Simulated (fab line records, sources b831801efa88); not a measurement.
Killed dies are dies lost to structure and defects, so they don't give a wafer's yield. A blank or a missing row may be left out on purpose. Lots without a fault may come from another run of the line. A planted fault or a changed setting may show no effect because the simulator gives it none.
fab line records | flow sky130
record lots=11 wafers=33 last_day=49
route steps=708 shown VT_ADJUST_HVTP@93 VT_ADJUST_HVTR@138 SONOS_TUNNEL@161 SONOS_ONO@170
lots that met no fault: from a run of the same line without faults
start_h: hours from the record's first day to the start of the lot's first wafer shown | wait_h: hours since the lot's step before | " the same as in the row above | L1.1+2: a row that stands for several wafers | - no value, or no start given | * or withheld: withheld | < > ~ a bound
route shown NAME@n: a module of which the file shows steps, and the number in the route of the first | usual: mean/standard deviation of fault-free wafers | same: alike in all rows | chamber/n: place in a boat | sites: the reading at each site | _std_site: their standard deviation | _edge_site: outer sites' mean less inner sites' | radius_mm: how far each site lies from the wafer's centre | mask NAME#n: copy n | behind: the tool/chamber that last shaped the wafer | hold: why the lot was held/for how many hours/how that ended | device: the transistor (n, p or np) that didn't switch | end of line: the same wafers' tests at the end of the route | a step without rows: its recipe alone | killed: dies lost to structure and defects at the first sort, not the wafer's yield | map: a wafer's dies, x killed, . not, _ none there
set.NAME: the setting as run; set.NAME@STEP: as run at that earlier step | model.NAME: the simulator's own value behind a step, which no gauge read
steps of the route over a sample of lots; a table a step, a row a wafer
## steps
# step SKY_VT_ADJUST_HVTP_OVL_MEAS_08
# usual VT_ADJUST_HVTP_OVL=0.6/1.3
# columns lot.wafer tool chamber start_h wait_h VT_ADJUST_HVTP_OVL[nm]
L963.2 overlay-01 - 125.06 0.1 1.4
L963.3 " - " " 2.5
L963.4 " - " " 2.5
L964.2 overlay-01 - 129.81 0.1 -0.4
L964.3 " - " " 0.6
L964.4 " - " " 1.1
L965.1 overlay-01 - 134.51 0.1 1.6
L965.4 " - " " 1.7
L965.5 " - " " 1.2
L966.1 overlay-01 - 146.29 0.1 -0.4
L966.4 " - " " 2.0
L966.6 " - " " 0.1
L967.1 overlay-01 - 150.74 0.1 1.2
L967.3 " - " " -0.2
L967.6 " - " " -0.4
L968.1 overlay-02 - 156.74 0.1 0.1
L968.2 " - " " -1.1
L968.6 " - " " 0.5
L969.3 overlay-01 - 159.65 0.1 1.2
L969.5 " - " " 1.2
L969.6 " - " " 0.2
L970.2 overlay-01 - 170.04 0.1 1.2
L970.5 " - " " 1.0
L970.6 " - " " -0.2
L971.1 overlay-01 - 172.79 0.1 3.3
L971.2 " - " " 1.9
L971.3 " - " " 4.0
L972.1 overlay-02 - 177.24 0.1 1.1
L972.2 " - " " 0.1
L972.5 " - " " -0.4
L978.1 overlay-01 - 219.76 0.1 0.9
L978.3 " - " " 2.4
L978.6 " - " " 2.3
# step SKY_VT_ADJUST_HVTR_CD_MEAS_07
# recipe target_cd_nm=380
# usual cd_nm=380.6/2.7
# columns lot.wafer tool chamber start_h wait_h cd_nm
L963.2 cd_sem-01 - 206.69 0.1 377.3
L963.3 " - " " 381.5
L963.4 " - " " 380.3
L964.2 cd_sem-01 - 210.41 0.1 381.7
L964.3 " - " " 380.6
L964.4 " - " " 381.0
L965.1 cd_sem-01 - 217.67 0.1 380.8
L965.4 " - " " 378.1
L965.5 " - " " 379.9
L966.1 cd_sem-01 - 231.47 0.1 379.8
L966.4 " - " " 380.8
L966.6 " - " " 384.3
L967.1 cd_sem-02 - 238.94 0.1 381.1
L967.3 " - " " 386.0
L967.6 " - " " 384.1
L968.1 cd_sem-01 - 244.32 0.1 381.3
L968.2 " - " " 380.0
L968.6 " - " " 380.7
L969.3 cd_sem-01 - 247.08 0.1 381.7
L969.5 " - " " 380.3
L969.6 " - " " 381.9
L970.2 cd_sem-01 - 261.76 0.1 380.4
L970.5 " - " " 380.8
L970.6 " - " " 381.4
L971.1 cd_sem-02 - 268.84 0.1 382.0
L971.2 " - " " 381.5
L971.3 " - " " 381.9
L972.1 cd_sem-01 - 269.14 0.1 377.3
L972.2 " - " " 376.5
L972.5 " - " " 376.2
L978.1 cd_sem-02 - 317.14 0.1 381.6
L978.3 " - " " 383.2
L978.6 " - " " 381.8
# step SKY_SONOS_TUNNEL_CD_MEAS_07
# recipe target_cd_nm=410
# usual cd_nm=409.4/2.3
# columns lot.wafer tool chamber start_h wait_h cd_nm
L963.2 cd_sem-01 - 253.84 0.1 407.3
L963.3 " - " " 407.3
L963.4 " - " " 406.2
L964.2 cd_sem-01 - 257.49 0.1 414.1
L964.3 " - " " 411.6
L964.4 " - " " 413.2
L965.1 cd_sem-01 - 264.77 0.1 408.8
L965.4 " - " " 410.2
L965.5 " - " " 409.5
L966.1 cd_sem-02 - 280.02 0.1 410.2
L966.4 " - " " 409.6
L966.6 " - " " 410.4
L967.1 cd_sem-02 - 288.52 0.1 410.4
L967.3 " - " " 408.0
L967.6 " - " " 412.5
L968.1 cd_sem-01 - 293.57 0.1 410.7
L968.2 " - " " 408.7
L968.6 " - " " 411.5
L969.3 cd_sem-02 - 296.86 0.1 407.9
L969.5 " - " " 409.2
L969.6 " - " " 406.7
L970.2 cd_sem-02 - 312.24 0.1 408.7
L970.5 " - " " 411.2
L970.6 " - " " 408.4
L971.1 cd_sem-01 - 320.17 0.1 409.5
L971.2 " - " " 409.6
L971.3 " - " " 410.0
L972.1 cd_sem-02 - 320.59 0.1 411.2
L972.2 " - " " 408.3
L972.5 " - " " 409.8
L978.1 cd_sem-01 - 371.07 0.1 407.3
L978.3 " - " " 411.6
L978.6 " - " " 408.1
# step SKY_SONOS_ONO_CVD_02
# recipe material=Si3N4 precursor=DCS/NH3 target_thk_nm=10.5 temp_c=770 time_s=180 pressure_mtorr=250
# columns lot.wafer tool chamber start_h wait_h
L963.2+3+4 lpcvd-02 1 256.68 0.2
L964.2+3+4 lpcvd-02 1 259.53 0.0
L965.1+4+5 lpcvd-02 0 269.55 0.9
L966.1+4+6 lpcvd-02 0 283.93 0.5
L967.1+3+6 lpcvd-02 1 292.94 1.2
L968.1+2+6 lpcvd-02 1 297.69 0.5
L969.3+5+6 lpcvd-02 0 301.73 1.7
L970.2+5+6 lpcvd-02 0 317.30 0.5
L971.1+2+3 lpcvd-02 1 324.29 0.5
L972.1+2+5 lpcvd-02 1 324.29 0.5
L978.1+3+6 lpcvd-02 1 380.92 1.6
# step SKY_SONOS_ONO_THK_MEAS_03
# recipe reads=Si3N4_of_SONOS_ONO_CVD_02
# usual SONOS_ONO_CVD_02_THK=10.48/0.14
# columns lot.wafer tool chamber start_h wait_h SONOS_ONO_CVD_02_THK[nm]
L963.2 film_metro-03 - 257.74 0.0 10.34
L963.3 " - " " 10.51
L963.4 " - " " 10.72
L964.2 film_metro-01 - 260.59 0.0 10.35
L964.3 " - " " 10.40
L964.4 " - " " 10.54
L965.1 film_metro-03 - 270.60 0.0 10.67
L965.4 " - " " 10.56
L965.5 " - " " 10.67
L966.1 film_metro-03 - 284.98 0.0 10.61
L966.4 " - " " 10.57
L966.6 " - " " 10.65
L967.1 film_metro-01 - 293.99 0.0 10.44
L967.3 " - " " 10.21
L967.6 " - " " 10.24
L968.1 film_metro-01 - 298.74 0.0 10.47
L968.2 " - " " 10.44
L968.6 " - " " 10.35
L969.3 film_metro-01 - 302.80 0.0 10.60
L969.5 " - " " 10.60
L969.6 " - " " 10.45
L970.2 film_metro-04 - 318.36 0.0 10.50
L970.5 " - " " 10.53
L970.6 " - " " 10.39
L971.1 film_metro-04 - 325.34 0.0 10.45
L971.2 " - " " 10.54
L971.3 " - " " 10.42
L972.1 film_metro-01 - 325.34 0.0 10.36
L972.2 " - " " 10.45
L972.5 " - " " 10.40
L978.1 film_metro-01 - 381.97 0.0 11.61
L978.3 " - " " 11.61
L978.6 " - " " 11.65
## key
first_sign step=SKY_SONOS_ONO_THK_MEAS_03 reading=SONOS_ONO_CVD_02_THK direction=up sigmas=8.1 usual=10.48 struck=11.62
effect none on later readings
met_at SKY_SONOS_ONO_CVD_02
struck_lots L978
struck_wafers L978.1,L978.3,L978.6
tester_left_out L978
not_acting_at SKY_VT_ADJUST_HVTP_OVL_MEAS_08,SKY_VT_ADJUST_HVTR_CD_MEAS_07,SKY_SONOS_TUNNEL_CD_MEAS_07
onset_between 324.29 380.92
also_fits time
fault kind=process_parameter_drift tool=lpcvd-02 chamber=1 onset_h=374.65 steps=SKY_SONOS_ONO_CVD_02 channel=target_thk_nm offset=0.97983 shape=step end_h=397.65 acts_in=these_recipes_only stated=10.5
# tester_left_out: of these lots the tester's yield and bins aren't shown, on N5 and GAA mostly nor the transistor test; their killed dies are dies lost to structure and defects alone, not to doping, threshold or leakage, so they don't give the yield
